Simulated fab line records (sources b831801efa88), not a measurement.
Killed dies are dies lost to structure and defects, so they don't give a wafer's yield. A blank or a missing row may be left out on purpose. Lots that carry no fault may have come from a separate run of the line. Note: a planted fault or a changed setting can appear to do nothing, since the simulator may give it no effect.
Problem report in the 8D (eight disciplines) form, filled by code	flow sky130	the parts of the form that need people (team, actions taken, sign-off) are left out
Where a reading is given only as a bound, like >300, the bound stands for it, and a mean or a difference that rests on one is marked > or <: the true number lies beyond.

1. WHAT IS WRONG
Across 9 wafers from 3 lots, METAL1_ALCU_RS at SKY_METAL1_RS_MEAS_05 averages 8.6984 ohm/sq, while fault-free wafers read 0.1264 ohm/sq with a standard deviation of 0.0017. So: +99 or more standard deviations from the usual mean.
The step: measures by four-point-probe.
Seen first at day 34 10:19 on film-metro-01, wafer L713.3. Wafers with a number at this step in the record: 30, from 10 lots. Rule for "out" (also "out of limits"): further than 4 standard deviations from the usual mean. Any other wafer with a number is counted as sound.

2. WHAT IT IS; WHAT IT IS NOT
question	is	is not
which readings at this step	METAL1_ALCU_RS	-
which lots	L713, L714, L715	L706, L707, L717, L718, L721, L726, L727
which wafers of those lots	all that have a number	-
read on which gauges	film-metro-01, film-metro-04	film-metro-03
when	from day 34 10:19	up to then (6 sound wafers); but 15 sound wafers of L717, L718, L721, L726, L727 came after

3. THE SUSPECTS, EACH WITH WHAT RULES IT OUT
Counting: a tool stays on the suspect list if, at a process step up to the reading, it processed all lots that are out and no sound lot following the first of them.
- the gauge at SKY_METAL1_RS_MEAS_05 is ruled out. 2 gauges (film-metro-01, film-metro-04) read the wafers that are out.
- pvd-sputter-04 at SKY_METAL1_SPUTTER_02 (material AlCu, target thk 250 nm, time 13.3 s): ruled out as a lasting fault. After its first lot that is out, L713 (day 34 10:11), sound lots L717, L718, L721 ran on it.
- pvd-sputter-04 at SKY_METAL1_SPUTTER_04 (material TiN, target thk 70 nm, time 58.3 s): ruled out as a lasting fault. After its first lot that is out, L713 (day 34 10:14), sound lots L717, L718, L721 ran on it.
Left after counting: nothing in the record.

4. THE CAUSE (what the simulator had put in)
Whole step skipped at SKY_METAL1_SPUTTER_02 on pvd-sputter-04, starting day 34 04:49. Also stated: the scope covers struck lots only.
The count ruled it out by mistake, since the rule takes a fault to strike every lot its tool runs from the start of the fault on, and this one did not do so.

5. THE EFFECT CHAIN, in route order
Each row: a reading whose mean over the struck wafers that have a number lies more than 3 standard deviations from the usual. Only readings whose record carries a usual standard deviation are examined. hours: median over the lots of the time between each lot's start at the first step of this table that gives one and its start at this step. sigmas: the change, counted in usual standard deviations.
hours	step	reading	usual	on struck wafers	change	sigmas
0	SKY_METAL1_RS_MEAS_05	METAL1_ALCU_RS	0.1264 ohm/sq	8.6984	+8.5720	+99 or more
0	SKY_METAL1_THK_MEAS_06	METAL1_ALCU_THK	246 nm	<1	<-245	<-70
325	SKY_PAD_OPEN_PROBE_99	defect-limited-yield	82.4 %	0.0	-82.4	-43
325	SKY_PAD_OPEN_PROBE_99	killed_at_M0_to_M3	44	446	+402	+62
325	SKY_PAD_OPEN_PROBE_99	killed-dies	87	492	+405	+42
325	SKY_PAD_OPEN_PROBE_99	killed-on-rim	17	96	+79	+21
325	SKY_PAD_OPEN_PROBE_99	sort_bin_5_function	10.5 %	92.9	+82.4	+51
325	SKY_PAD_OPEN_PROBE_99	sort-n-pass	405	0	-405	-43
325	SKY_PAD_OPEN_PROBE_99	sort-yield-pct	82.3 %	0.0	-82.3	-43
Its process steps:
- SKY_PAD_OPEN_PROBE_99
Readings that are blank on the struck wafers while sound wafers have them: cathode-dc-power-W at SKY_METAL1_SPUTTER_02; chamber-pressure-pa at SKY_METAL1_SPUTTER_02; throttle-valve-pct at SKY_METAL1_SPUTTER_02.
At these later measuring or inspecting steps, every struck wafer for which the step has a row has a number for every such reading, and none has moved that far: SKY_METAL1_CD_MEAS_15.

6. HOW IT WOULD HAVE BEEN CAUGHT EARLIER
In this record the first reading out of limits at a measuring or inspecting step was taken at day 34 10:19, 6 hours after the fault began at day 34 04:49.
At SKY_METAL1_SPUTTER_02 the tool's readings are blank on the struck wafers, where sound wafers have them: an empty tool record is the first sign, and it was there at once.
